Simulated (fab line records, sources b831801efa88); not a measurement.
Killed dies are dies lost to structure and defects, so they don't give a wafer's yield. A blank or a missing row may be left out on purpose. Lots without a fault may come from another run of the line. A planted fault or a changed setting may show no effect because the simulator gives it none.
Chamber matching | flow gf180mcu | GF_V5_CMP_04 on cmp-02: 4 sister chambers
The step polishes SiO2. 8 wafers are shown with their chamber, then 7 later ones without.

WAFERS WITH THEIR CHAMBER
wafer  | chamber | motor_current_A (A) | slurry_flow_ml_min
L639.1 | 3       | 11.0                | 150.0
L643.3 | 3       | 11.2                | 149.8
L643.4 | 0       | 12.9                | 150.8
L647.1 | 1       | 15.3                | 149.4
L647.5 | 2       | 11.2                | 150.6
L647.6 | 1       | 14.4                | 148.6
L649.1 | 2       | 12.2                | 149.5
L649.4 | 0       | 12.6                | 150.6

WAFERS WITHOUT THEIR CHAMBER
wafer  | motor_current_A (A) | slurry_flow_ml_min
L649.6 | 10.6                | 150.0
L651.2 | 10.8                | 149.9
L651.5 | 11.9                | 149.4
L651.6 | 11.5                | 150.0
L655.1 | 14.6                | 150.3
L655.3 | 10.7                | 149.2
L655.6 | 12.7                | 150.1

WHICH CHAMBER EACH WENT THROUGH
wafer  | from the rows above          | in truth
L649.6 | can't be placed: 3 or 2      | 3
L651.2 | can't be placed: 3 or 2      | 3
L651.5 | can't be placed: 2 or 3 or 0 | 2
L651.6 | can't be placed: 2 or 3      | 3
L655.1 | can't be placed: 1 or 0      | 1
L655.3 | can't be placed: 3 or 2      | 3
L655.6 | can't be placed: 0 or 2      | 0
Placed correctly: 0 of 7. Can't be placed from these rows: 7 (the true chamber is among the candidates in 7). Placed wrongly: 0.
How it was worked out, from the rows above alone: a wafer's distance from a chamber is the root of the sum, over the readings, of the square of ((its reading less the chamber's mean) divided by the reading's scatter). The wafer belongs to the nearest chamber; if the next one is less than 2 further off, it can't be placed. A chamber's mean is the mean of its shown wafers. The scatter: the root of (the sum of the squares of (reading less its chamber's mean) over the shown wafers, divided by (wafers less chambers)).
